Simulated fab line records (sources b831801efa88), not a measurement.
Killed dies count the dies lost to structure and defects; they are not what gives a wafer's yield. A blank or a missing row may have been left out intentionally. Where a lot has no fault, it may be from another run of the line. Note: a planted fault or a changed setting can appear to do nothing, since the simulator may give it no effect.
Matching of chambers -- flow gf180mcu -- GF_CONTACT_CVD_02 on pecvd-02: 3 sister chambers
The step deposits SiO2 from TEOS, target thk 860 nm, time 95.992 s. 3 wafers are shown with their chamber, then 7 later ones without.

== WAFERS WITH THEIR CHAMBER ==
wafer,chamber,heater-power-w (W)
L565.5,2,683
L566.6,0,678
L569.4,1,627

== WAFERS MISSING THEIR CHAMBER ==
wafer,heater-power-w (W)
L569.6,812
L572.1,659
L572.3,518
L572.6,592
L585.1,622
L585.3,805
L585.6,548

== CHAMBER TAKEN BY EACH ==
wafer,from the rows above,in truth
L569.6,can't be placed: 2 or 0 or 1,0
L572.1,can't be placed: 0 or 2 or 1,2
L572.3,can't be placed: 1 or 0 or 2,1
L572.6,can't be placed: 1 or 0 or 2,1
L585.1,can't be placed: 1 or 0 or 2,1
L585.3,can't be placed: 2 or 0 or 1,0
L585.6,can't be placed: 1 or 0 or 2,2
0 of 7 placed correctly. Not placeable from these rows: 7 (in 7, the candidates include the true chamber). 0 placed wrongly.
How it was worked out, from the rows above alone: a wafer's distance from a chamber is the root of the sum, over the readings, of the square of ((its reading less the chamber's mean) divided by the reading's scatter). The wafer belongs to the nearest chamber; if the next one is less than 2 further off, it can't be placed. For every chamber, the mean is computed from those of its wafers that are shown. The scatter: with one shown wafer a chamber, the root of the mean of the squares of how far each hidden wafer lies from its nearest shown one.
